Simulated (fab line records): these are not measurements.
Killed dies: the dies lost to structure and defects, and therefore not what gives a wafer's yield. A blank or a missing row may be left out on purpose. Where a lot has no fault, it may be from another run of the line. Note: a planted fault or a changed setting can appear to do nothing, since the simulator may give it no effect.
fab line records    flow sky130
record: lots: 6  wafers: 18  last_day: 50
route steps=708 shown VIA3@588 METAL4@598 CAP2M@603
lots untouched by any fault: they come from a run of this same line in which no faults occurred
start_h: hours from the record's first day to the start of the lot's first wafer shown    wait_h: how many hours have passed since the lot's step before this one    " same as the row above    L1.1+2: several wafers, shown together as one row    - no value present, or no start provided    * or withheld: withheld    < > ~ a bound
route shown NAME@n: names a module that has steps shown in the file, with the first one's number in the route    usual: mean and standard deviation over wafers with no fault    same: alike in all rows    chamber/n: place in a boat    sites: the reading at each site    _std_site: standard deviation across them    _edge_site: mean of outer sites minus mean of inner sites    radius_mm: for every site, how far away it sits from the centre of the wafer    mask NAME#n: copy n    behind: the tool/chamber that last shaped the wafer    hold: what put the lot on hold/how long, in hours/how the hold closed    device: the transistor (n, p or np) that didn't switch    end of line: tests run on the same wafers once the route is complete    for a step that has no rows: nothing shown but its recipe    killed: dies lost to structure and defects at the first sort, not the wafer's yield    map: per-die view of a wafer (x killed, . not killed, _ where there is no die)
set.NAME: the setting the step ran with; set.NAME@STEP: the setting that earlier step ran with    model.NAME: the simulator's own value behind a step, which no gauge read
lots at selected steps of the route; one table per step, one row per wafer
services: a tool's chamber out of use, with start hour (start_h, from the record's first day; less than 0 if before it), hours out, and reason
== steps ==
step: SKY_VIA3_ETCH_15
recipe: target: SiO2  chemistry: C4F8/O2/Ar  target_depth_nm: 507  stop_on: TiN  mask_material: KrF-thick  source_w: 1500  bias_w: 1200  pressure_mtorr: 40  c4f8_flow_sccm: withheld  O2_flow_sccm: 6  Ar_flow_sccm: 300  time_s: 78
step: SKY_VIA3_STRIP_16
recipe: chemistry: O2/N2  power_w: 1400  pressure_mtorr: 1500  platen_temp_c: withheld  o2_flow_sccm: 3000  n2_flow_sccm: 300  overash_fraction: 0.5
step: SKY_VIA3_STRIP_17
recipe: chemistry: post_etch_residue_remover  time_s: 1200  temp_c: 72.5
step: SKY_VIA3_CLEAN_18
recipe: chemistry: IPA  time_s: 180  temp_c: 25
step: SKY_VIA3_CLEAN_19
recipe: chemistry: O3/DIW  dry: n2_spin
step: SKY_VIA3_SPUTTER_20
recipe: material: TiN  target_thk_nm: 20  chamber_pressure_pa: 5  power_w: 4000  time_s: 80
usual: cathode_dc_power_W: 4000.1/0.77  throttle_valve_pct: 30.2/1.1
lot.wafer  tool            chamber  start_h  wait_h  cathode_dc_power_W  throttle_valve_pct
L379.1     pvd_sputter-04  -        946.33   0.0     4002.1              28.9
L379.4     "               -        "        "       4000.8              30.7
L379.5     "               -        "        "       4000.5              31.3
L382.1     pvd_sputter-03  -        962.14   0.0     4001.1              29.8
L382.3     "               -        "        "       3999.1              31.1
L382.5     "               -        "        "       4000.5              32.6
L390.3     pvd_sputter-02  -        1023.38  0.0     3999.5              28.5
L390.4     "               -        "        "       3998.6              31.3
L390.6     "               -        "        "       4000.5              30.7
L395.2     pvd_sputter-03  -        1066.60  0.0     3999.9              30.7
L395.4     "               -        "        "       4000.9              30.2
L395.5     "               -        "        "       3999.5              30.1
L396.2     pvd_sputter-03  -        1069.19  0.0     4001.7              32.8
L396.5     "               -        "        "       4000.3              32.8
L396.6     "               -        "        "       3999.9              30.1
L397.1     pvd_sputter-03  -        1070.08  0.0     4000.3              29.7
L397.2     "               -        "        "       4000.5              29.7
L397.5     "               -        "        "       4000.4              29.9
step: SKY_VIA3_CVD_21
recipe: material: W  target_thk_nm: 390  time_s: 117.31  temp_c: 400  pressure_torr: 40
usual: heater_power_w: 788/100  susceptor_temp_C: 400.00/0.22
lot.wafer  tool      chamber  start_h  wait_h  heater_power_w  susceptor_temp_C
L379.1     cvd_w-02  1        946.39   0.0     759             399.79
L379.4     "         0        "        "       744             399.66
L379.5     "         0        "        "       743             399.88
L382.1     cvd_w-01  1        962.20   0.0     981             400.27
L382.3     "         0        "        "       695             399.76
L382.5     "         0        "        "       701             400.17
L390.3     cvd_w-01  1        1023.48  0.1     966             399.79
L390.4     "         0        "        "       699             399.77
L390.6     "         0        "        "       715             399.72
L395.2     cvd_w-02  1        1066.66  0.0     764             400.02
L395.4     "         1        "        "       772             400.06
L395.5     "         1        "        "       753             400.09
L396.2     cvd_w-01  1        1069.25  0.0     950             399.51
L396.5     "         1        "        "       973             399.90
L396.6     "         0        "        "       702             400.28
L397.1     cvd_w-01  1        1070.14  0.0     966             399.84
L397.2     "         0        "        "       708             399.89
L397.5     "         1        "        "       972             400.12
step: SKY_VIA3_RS_MEAS_22
recipe: thk_meas_gauge: four-point-probe  reads: W_of_VIA3_CVD_21+TiN_of_VIA3_SPUTTER_20
usual: VIA3_W_RS: 0.291/0.0041
lot.wafer  tool           chamber  start_h  wait_h  VIA3_W_RS[ohm/sq]
L379.1     film_metro-02  -        946.51   0.1     0.293
L379.4     "              -        "        "       0.293
L379.5     "              -        "        "       0.296
L382.1     film_metro-03  -        962.32   0.1     0.287
L382.3     "              -        "        "       0.293
L382.5     "              -        "        "       0.294
L390.3     film_metro-03  -        1023.60  0.1     0.288
L390.4     "              -        "        "       0.287
L390.6     "              -        "        "       0.294
L395.2     film_metro-02  -        1066.81  0.1     0.291
L395.4     "              -        "        "       0.291
L395.5     "              -        "        "       0.291
L396.2     film_metro-01  -        1069.39  0.1     0.286
L396.5     "              -        "        "       0.287
L396.6     "              -        "        "       0.293
L397.1     film_metro-02  -        1070.26  0.1     0.285
L397.2     "              -        "        "       0.291
L397.5     "              -        "        "       0.291
step: SKY_VIA3_THK_MEAS_23
recipe: thk_meas_gauge: xrf  reads: W_of_VIA3_CVD_21
usual: VIA3_W_THK: 388/6.5
lot.wafer  tool           chamber  start_h  wait_h  VIA3_W_THK[nm]
L379.1     film_metro-02  -        946.63   0.1     379
L379.4     "              -        "        "       385
L379.5     "              -        "        "       379
L382.1     film_metro-03  -        962.44   0.1     395
L382.3     "              -        "        "       386
L382.5     "              -        "        "       384
L390.3     film_metro-03  -        1023.70  0.1     396
L390.4     "              -        "        "       399
L390.6     "              -        "        "       389
L395.2     film_metro-02  -        1066.92  0.1     386
L395.4     "              -        "        "       382
L395.5     "              -        "        "       384
L396.2     film_metro-01  -        1069.50  0.1     398
L396.5     "              -        "        "       396
L396.6     "              -        "        "       383
L397.1     film_metro-02  -        1070.38  0.1     390
L397.2     "              -        "        "       384
L397.5     "              -        "        "       385
step: SKY_VIA3_CMP_24
recipe: stop_on: SiO2  t_overpolish_s: 20  down_force_psi: 3.5  platen_rpm: 60  target_thk_nm: 0  pad_velocity_m_s: 0.94248
usual: motor_current_A: 11.3/1.2  overpolish_run_s: 20.000/0.0091  time_to_endpoint_s: 97/3.9
same: t_overpolish_s: 20
lot.wafer  tool    chamber  start_h  wait_h  motor_current_A  overpolish_run_s  time_to_endpoint_s
L379.4     cmp-01  2        946.74   0.1     11.1             19.994            102
L379.1     "       0        "        "       11.1             20.003            99
L379.5     "       2        "        "       11.0             20.011            98
L382.1     cmp-01  3        962.50   0.1     14.0             19.998            102
L382.3     "       0        "        "       11.4             20.008            99
L382.5     "       3        "        "       13.5             20.000            100
L390.3     cmp-01  3        1023.79  0.1     12.6             19.997            98
L390.4     "       0        "        "       12.0             19.996            97
L390.6     "       2        "        "       10.7             19.998            99
L395.4     cmp-01  1        1067.02  0.1     10.2             19.997            95
L395.2     "       2        "        "       10.9             20.000            104
L395.5     "       1        "        "       10.9             19.999            97
L396.2     cmp-01  3        1069.60  0.1     14.2             19.990            99
L396.5     "       2        "        "       11.1             19.994            104
L396.6     "       3        "        "       13.4             19.996            95
L397.2     cmp-01  3        1070.44  0.0     13.7             20.009            98
L397.1     "       2        "        "       10.5             20.000            100
L397.5     "       0        "        "       11.7             20.007            100
step: SKY_METAL4_SPUTTER_00
recipe: material: Ti  target_thk_nm: 15  power_w: 3000  time_s: 10  chamber_pressure_pa: 0.4
step: SKY_METAL4_SPUTTER_01
recipe: material: TiN  target_thk_nm: 20  power_w: 6500  time_s: 16.7  chamber_pressure_pa: 0.4
step: SKY_METAL4_SPUTTER_02
recipe: material: AlCu  target_thk_nm: 735  power_w: 10600  time_s: 39.1  chamber_pressure_pa: 0.4
usual: cathode_dc_power_W: 10600/1.9  throttle_valve_pct: 30.3/1.2
lot.wafer  tool            chamber  start_h  wait_h  cathode_dc_power_W  throttle_valve_pct  model.AlCu_of_METAL4_SPUTTER_02.thk_nm
L379.1     pvd_sputter-03  -        947.04   0.0     10599               29.8                734.8
L379.4     "               -        "        "       10601               29.9                747.7
L379.5     "               -        "        "       10601               32.5                746
L382.1     pvd_sputter-04  -        962.85   0.0     10598               30.9                726.4
L382.3     "               -        "        "       10601               29.4                746
L382.5     "               -        "        "       10598               29.1                742.2
L390.3     pvd_sputter-04  -        1024.09  0.0     10602               29.1                711.8
L390.4     "               -        "        "       10599               31.3                723.4
L390.6     "               -        "        "       10598               31.0                727.1
L395.2     pvd_sputter-04  -        1067.31  0.0     10597               30.9                723.1
L395.4     "               -        "        "       10599               28.9                719.6
L395.5     "               -        "        "       10599               28.9                960.9
L396.2     pvd_sputter-04  -        1069.90  0.0     10600               28.9                964.5
L396.5     "               -        "        "       10599               31.2                727.7
L396.6     "               -        "        "       10603               31.1                725.5
L397.1     pvd_sputter-01  -        1070.79  0.0     10602               29.8                728.2
L397.2     "               -        "        "       10598               31.4                722.6
L397.5     "               -        "        "       10602               28.0                728.4
step: SKY_METAL4_SPUTTER_03
recipe: material: Ti  target_thk_nm: 5  power_w: 3000  time_s: 3.3  chamber_pressure_pa: 0.4
step: SKY_METAL4_SPUTTER_04
recipe: material: TiN  target_thk_nm: 70  power_w: 6369  time_s: 58.3  chamber_pressure_pa: 0.4
step: SKY_CAP2M_CVD_00
recipe: material: SiO2  target_thk_nm: 15.5  temp_c: 400  time_s: withheld  rf_w: 450
step: SKY_CAP2M_THK_MEAS_01
recipe: reads: SiO2_of_CAP2M_CVD_00
usual: CAP2M_CVD_00_THK: 15.51/0.24
lot.wafer  tool           chamber  start_h  wait_h  CAP2M_CVD_00_THK[nm]
L379.1     film_metro-04  -        947.17   -       15.44
L379.4     "              -        "        "       15.72
L379.5     "              -        "        "       15.87
L382.1     film_metro-01  -        962.98   -       15.63
L382.3     "              -        "        "       15.19
L382.5     "              -        "        "       15.75
L390.3     film_metro-04  -        1024.23  -       15.38
L390.4     "              -        "        "       15.44
L390.6     "              -        "        "       15.68
L395.2     film_metro-01  -        1067.45  -       15.21
L395.4     "              -        "        "       15.49
L395.5     "              -        "        "       15.57
L396.2     film_metro-03  -        1070.05  -       15.37
L396.5     "              -        "        "       15.63
L396.6     "              -        "        "       15.71
L397.1     film_metro-04  -        1070.92  -       15.41
L397.2     "              -        "        "       15.65
L397.5     "              -        "        "       15.73
step: SKY_CAP2M_SPUTTER_02
recipe: material: TiN  target_thk_nm: 200  temp_c: 300  power_w: 6500  time_s: 166.7  chamber_pressure_pa: 0.4
usual: cathode_dc_power_W: 6500.0/1.3  susceptor_temp_C: 300.01/0.19  throttle_valve_pct: 30.1/1.2
lot.wafer  tool            chamber  start_h  wait_h  cathode_dc_power_W  susceptor_temp_C  throttle_valve_pct
L379.1     pvd_sputter-01  -        947.23   0.1     6501.5              300.12            28.1
L379.4     "               -        "        "       6500.5              300.06            29.6
L379.5     "               -        "        "       6500.7              300.22            29.5
L382.1     pvd_sputter-01  -        963.04   0.1     6499.7              299.70            30.6
L382.3     "               -        "        "       6497.5              299.89            31.4
L382.5     "               -        "        "       6499.9              299.92            31.3
L390.3     pvd_sputter-02  -        1024.27  0.0     6499.6              300.16            30.9
L390.4     "               -        "        "       6498.4              300.25            29.0
L390.6     "               -        "        "       6500.1              300.04            29.2
L395.2     pvd_sputter-03  -        1067.50  0.0     6501.2              299.89            32.6
L395.4     "               -        "        "       6501.0              300.17            30.7
L395.5     "               -        "        "       6499.3              299.95            30.7
L396.2     pvd_sputter-01  -        1070.10  0.0     6499.1              300.11            30.4
L396.5     "               -        "        "       6501.0              300.21            28.0
L396.6     "               -        "        "       6500.6              299.81            29.5
L397.1     pvd_sputter-02  -        1070.98  0.1     6497.7              299.98            28.5
L397.2     "               -        "        "       6498.9              300.05            29.1
L397.5     "               -        "        "       6498.4              299.87            30.7
step: SKY_CAP2M_RS_MEAS_03
recipe: thk_meas_gauge: four-point-probe  reads: TiN_of_CAP2M_SPUTTER_02
usual: CAP2M_TIN_RS: 6.94/0.099
lot.wafer  tool           chamber  start_h  wait_h  CAP2M_TIN_RS[ohm/sq]
L379.1     film_metro-03  -        947.34   0.1     7.05
L379.4     "              -        "        "       6.93
L379.5     "              -        "        "       6.91
L382.1     film_metro-03  -        963.15   0.1     7.05
L382.3     "              -        "        "       6.90
L382.5     "              -        "        "       6.95
L390.3     film_metro-01  -        1024.42  0.1     6.80
L390.4     "              -        "        "       6.87
L390.6     "              -        "        "       6.90
L395.2     film_metro-04  -        1067.63  0.1     6.77
L395.4     "              -        "        "       6.89
L395.5     "              -        "        "       6.91
L396.2     film_metro-04  -        1070.23  0.1     7.02
L396.5     "              -        "        "       6.97
L396.6     "              -        "        "       6.92
L397.1     film_metro-04  -        1071.08  0.1     6.90
L397.2     "              -        "        "       6.89
L397.5     "              -        "        "       6.91
step: SKY_CAP2M_THK_MEAS_04
recipe: thk_meas_gauge: xrf  reads: TiN_of_CAP2M_SPUTTER_02
usual: CAP2M_TIN_THK: 196.7/2.9
lot.wafer  tool           chamber  start_h  wait_h  CAP2M_TIN_THK[nm]
L379.1     film_metro-03  -        947.46   0.1     194.7
L379.4     "              -        "        "       198.4
L379.5     "              -        "        "       198.7
L382.1     film_metro-03  -        963.27   0.1     195.3
L382.3     "              -        "        "       200.9
L382.5     "              -        "        "       198.3
L390.3     film_metro-01  -        1024.52  0.1     201.6
L390.4     "              -        "        "       199.7
L390.6     "              -        "        "       198.7
L395.2     film_metro-04  -        1067.74  0.1     200.9
L395.4     "              -        "        "       197.3
L395.5     "              -        "        "       196.9
L396.2     film_metro-04  -        1070.34  0.1     193.6
L396.5     "              -        "        "       194.8
L396.6     "              -        "        "       196.7
L397.1     film_metro-04  -        1071.20  0.1     197.2
L397.2     "              -        "        "       197.6
L397.5     "              -        "        "       196.5
step: SKY_CAP2M_DEHYDRATE_05
recipe: temp_c: 200  time_s: 60
step: SKY_CAP2M_HMDS_06
recipe: prime_time_s: 60  prime_temp_c: 120
step: SKY_CAP2M_COAT_07
recipe: resist: NOVOLAK  spin_rpm: 3000  resist_thk_nm: 1140
step: SKY_CAP2M_SOFTBAKE_08
recipe: temp_c: 90  time_s: 60  resist: NOVOLAK
step: SKY_CAP2M_EXPOSE_09
recipe: mask_id: CAP2M  na: 0.6  source_shape: conventional  sigma_outer: 0.6  polarization: unpolarized  target_cd_nm: 1000  dose_mj: 159
step: SKY_CAP2M_PEB_10
recipe: temp_c: withheld  time_s: *  resist: NOVOLAK
step: SKY_CAP2M_DEVELOP_11
recipe: resist: NOVOLAK  developer: TMAH  develop_time_s: 60  dev_temp_c: 23
step: SKY_CAP2M_OVL_MEAS_12
usual: CAP2M_OVL: 0.9/1.3
lot.wafer  tool        chamber  start_h  wait_h  CAP2M_OVL[nm]
L379.1     overlay-02  -        971.46   0.1     0.4
L379.4     "           -        "        "       0.6
L379.5     "           -        "        "       1.7
L382.1     overlay-01  -        986.72   0.1     2.4
L382.3     "           -        "        "       -0.7
L382.5     "           -        "        "       1.2
L390.3     overlay-02  -        1046.78  0.1     1.6
L390.4     "           -        "        "       1.0
L390.6     "           -        "        "       3.0
L395.2     overlay-01  -        1088.02  0.1     0.2
L395.4     "           -        "        "       -1.4
L395.5     "           -        "        "       -1.4
L396.2     overlay-02  -        1090.67  0.1     0.2
L396.5     "           -        "        "       0.6
L396.6     "           -        "        "       1.1
L397.1     overlay-02  -        1091.72  0.1     -0.7
L397.2     "           -        "        "       0.3
L397.5     "           -        "        "       0.1
step: SKY_CAP2M_METAL_ETCH_13
recipe: target_depth_nm: 220  stop_on: SiO2  chemistry: Cl2/BCl3  target: TiN  pressure_mtorr: 10  icp_w: 900  bias_w: 48.5  Cl2_flow_sccm: 60  bcl3_flow_sccm: 30  time_s: 62.9
usual: bcl3_flow_sccm: 29.98/0.094  drypump_motor_current_A: 5.7/0.35  he_backside_leak_sccm: 3.49/0.17  oes_product_au: 0.939/0.0095  throttle_valve_pct: 21.902/0.0096
lot.wafer  tool          chamber  start_h  wait_h  bcl3_flow_sccm  drypump_motor_current_A  he_backside_leak_sccm  oes_product_au  rf_hours_counter_h  throttle_valve_pct
L379.1     rie_metal-03  0        971.50   0.0     30.05           5.6                      3.43                   0.937           17                  21.909
L379.4     "             0        "        "       30.00           5.7                      3.44                   0.951           -                   21.906
L379.5     "             1        "        "       29.79           5.8                      3.29                   0.942           -                   21.902
L382.1     rie_metal-02  0        986.75   0.0     30.09           5.2                      3.41                   0.930           8                   21.909
L382.3     "             0        "        "       29.89           5.3                      3.65                   0.948           -                   21.889
L382.5     "             0        "        "       30.05           5.3                      3.60                   0.938           -                   21.893
L390.3     rie_metal-04  0        1046.83  0.0     30.01           5.5                      3.42                   0.954           -                   21.891
L390.4     "             1        "        "       30.06           6.0                      3.70                   0.943           -                   21.907
L390.6     "             1        "        "       29.86           6.0                      3.64                   0.944           -                   21.898
L395.2     rie_metal-03  1        1088.05  0.0     30.13           5.8                      3.47                   0.950           10                  21.894
L395.4     "             1        "        "       30.13           5.8                      3.48                   0.940           -                   21.884
L395.5     "             1        "        "       29.87           5.8                      3.54                   0.940           -                   21.902
L396.2     rie_metal-04  0        1090.70  0.0     29.92           5.6                      3.47                   0.920           8                   21.908
L396.5     "             0        "        "       29.96           5.6                      3.34                   0.929           -                   21.896
L396.6     "             1        "        "       29.91           6.0                      3.65                   0.944           -                   21.882
L397.1     rie_metal-03  1        1091.75  0.0     30.02           5.8                      3.40                   0.942           10                  21.889
L397.2     "             0        "        "       30.06           5.7                      3.51                   0.941           23                  21.904
L397.5     "             1        "        "       29.94           5.8                      3.66                   0.934           -                   21.894
step: SKY_CAP2M_STRIP_14
recipe: chemistry: O2/N2  power_w: 1400  pressure_mtorr: 1500  platen_temp_c: withheld  o2_flow_sccm: 3000  n2_flow_sccm: 300  overash_fraction: 0.5
step: SKY_CAP2M_STRIP_15
recipe: chemistry: post_etch_residue_remover  time_s: 1200  temp_c: 72.5
step: SKY_CAP2M_CLEAN_16
recipe: chemistry: IPA  time_s: 180  temp_c: 25
step: SKY_CAP2M_CLEAN_17
recipe: chemistry: O3/DIW  dry: n2_spin
step: SKY_METAL4_DEHYDRATE_05
recipe: temp_c: 200  time_s: 60
step: SKY_METAL4_HMDS_06
recipe: prime_time_s: 60  prime_temp_c: 120
step: SKY_METAL4_COAT_07
recipe: resist: BARC  temp_c: withheld  time_s: withheld  spin_rpm: 3000  resist_thk_nm: 60
step: SKY_METAL4_COAT_08
recipe: resist: KrF-thick  spin_rpm: 3000  resist_thk_nm: 1140
step: SKY_METAL4_SOFTBAKE_09
recipe: temp_c: 100  time_s: 90  resist: KrF-thick
step: SKY_METAL4_EXPOSE_10
recipe: mask_id: MM4  na: 0.68  source_shape: annular  sigma_inner: 0.4  sigma_outer: 0.8  target_cd_nm: 300  dose_mj: 28
step: SKY_METAL4_PEB_11
recipe: peb_temp_c: withheld  peb_time_s: withheld  resist: KrF-thick
step: SKY_METAL4_DEVELOP_12
recipe: develop_time_s: 60  resist: KrF-thick  dev_temp_c: 21
step: SKY_METAL4_CD_MEAS_13
recipe: target_cd_nm: 300
usual: cd_nm: 299.8/1.3
lot.wafer  tool       chamber  start_h  wait_h  cd_nm
L379.1     cd_sem-02  -        995.77   -       301.9
L379.4     "          -        "        "       302.0
L379.5     "          -        "        "       302.7
L382.1     cd_sem-02  -        1010.58  -       297.9
L382.3     "          -        "        "       298.5
L382.5     "          -        "        "       299.2
L390.3     cd_sem-02  -        1068.87  -       299.9
L390.4     "          -        "        "       300.4
L390.6     "          -        "        "       300.3
L395.2     cd_sem-01  -        1108.50  -       299.7
L395.4     "          -        "        "       299.9
L395.5     "          -        "        "       300.7
L396.2     cd_sem-01  -        1111.45  -       300.8
L396.5     "          -        "        "       301.4
L396.6     "          -        "        "       300.0
L397.1     cd_sem-02  -        1112.37  -       298.4
L397.2     "          -        "        "       298.1
L397.5     "          -        "        "       297.6
step: SKY_METAL4_METAL_ETCH_18
recipe: target_depth_a: 8450  stop_on: SiO2  over_etch_frac: 0.3  time_s: 183.1  chemistry: Cl2/BCl3  resist_sidewall_deg: 88  pressure_mtorr: 10  icp_w: 900  bias_w: 48.5  Cl2_flow_sccm: 60  bcl3_flow_sccm: 30
usual: bcl3_flow_sccm: 30.00/0.097  drypump_motor_current_A: 5.5/0.39  he_backside_leak_sccm: 3.47/0.3  oes_product_au: 0.863/0.0074  throttle_valve_pct: 22.266/0.0086
lot.wafer  tool          chamber  start_h  wait_h  bcl3_flow_sccm  drypump_motor_current_A  he_backside_leak_sccm  oes_product_au  rf_hours_counter_h  throttle_valve_pct
L379.1     rie_metal-01  0        996.07   0.0     29.92           5.1                      3.55                   0.860           15                  22.275
L379.4     "             1        "        "       29.99           5.7                      3.12                   0.870           -                   22.265
L379.5     "             1        "        "       30.07           5.7                      3.39                   0.869           -                   22.263
L382.1     rie_metal-01  1        1010.89  0.0     30.09           5.6                      3.21                   0.858           4                   22.285
L382.3     "             1        "        "       29.98           5.7                      3.22                   0.861           -                   22.279
L382.5     "             1        "        "       30.04           5.7                      3.33                   0.867           -                   22.269
L390.3     rie_metal-02  0        1069.25  0.1     29.97           5.2                      3.73                   0.853           -                   22.264
L390.4     "             0        "        "       29.98           5.2                      3.75                   0.859           -                   22.275
L390.6     "             0        "        "       29.94           5.2                      3.73                   0.858           -                   22.259
L395.2     rie_metal-01  0        1108.79  0.0     30.03           5.1                      3.55                   0.859           23                  22.264
L395.4     "             0        "        "       29.97           5.1                      3.34                   0.852           -                   22.249
L395.5     "             1        "        "       30.02           5.6                      3.26                   0.983           -                   22.256
L396.2     rie_metal-01  0        1111.74  0.0     30.14           5.1                      3.57                   0.985           23                  22.272
L396.5     "             0        "        "       29.98           5.1                      3.53                   0.855           -                   22.262
L396.6     "             1        "        "       29.93           5.6                      3.35                   0.867           -                   22.278
L397.1     rie_metal-01  0        1112.67  0.0     29.95           5.1                      3.66                   0.855           24                  22.270
L397.2     "             1        "        "       30.04           5.7                      3.25                   0.856           12                  22.250
L397.5     "             0        "        "       30.06           5.1                      3.49                   0.862           -                   22.261
== services ==
tool            chamber  start_h  hours  kind
pvd_sputter-01  1        923.52   -      consumable_replace:kit
cmp-01          -        932.88   4.0    pm
pvd_sputter-04  -        937.91   3.2    repair
pvd_sputter-04  -        958.73   3.6    repair
cvd_w-02        -        960.49   0.5    repair
cmp-01          -        978.46   0.8    repair
pvd_sputter-03  0        986.33   -      consumable_replace:kit
pvd_sputter-03  0        986.33   18.0   scheduled_down
pvd_sputter-03  0        986.33   18.0   vent_cycle
rie_metal-02    -        988.15   0.1    repair
cmp-01          -        1010.00  6.4    pm
cmp-01          -        1018.34  0.8    repair
rie_metal-02    -        1020.31  0.2    repair
rie_metal-03    0        1061.91  19.3   repair
rie_metal-02    1        1065.30  4.9    repair
cmp-01          -        1077.64  12.6   pm
pvd_sputter-04  1        1080.53  -      consumable_replace:kit
pvd_sputter-04  1        1080.53  18.0   scheduled_down
pvd_sputter-04  1        1080.53  18.0   vent_cycle
cmp-01          -        1090.22  4.0    pm
cmp-01          -        1094.22  -      consumable_replace:conditioner
cmp-01          -        1094.22  -      consumable_replace:pad
cmp-01          -        1096.64  0.3    repair
pvd_sputter-03  -        1101.59  2.5    repair
== key ==
first_sign: step: SKY_METAL4_METAL_ETCH_18  reading: oes_product_au  direction: up  sigmas: 16  usual: 0.863  struck: 0.984
effect none on later readings
model_effect: step: SKY_METAL4_SPUTTER_02  value: AlCu_of_METAL4_SPUTTER_02.thk_nm  without: 746.9  struck: 962.7
met_at SKY_METAL4_SPUTTER_02
struck_wafers L395.5,L396.2
later_rows_left_out L395.5,L396.2
sort_left_out L395.5,L396.2
onset_between 962.85 1067.31
fault: kind: process_parameter_drift  tool: pvd_sputter-04  chamber: -  onset_h: 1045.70  steps: SKY_METAL4_SPUTTER_02  channel: target_thk_nm  offset: 215.84  shape: step  end_h: 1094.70  acts_in: these_recipes_only  stated: 735  scope: struck_wafers_only
sort_left_out: the simulated sort isn't trusted on such a fault, so these wafers' sort isn't shown, and their yield isn't known
later_rows_left_out: the simulator's readings of these wafers behind a module that went badly wrong aren't trusted and aren't shown, but for the sort
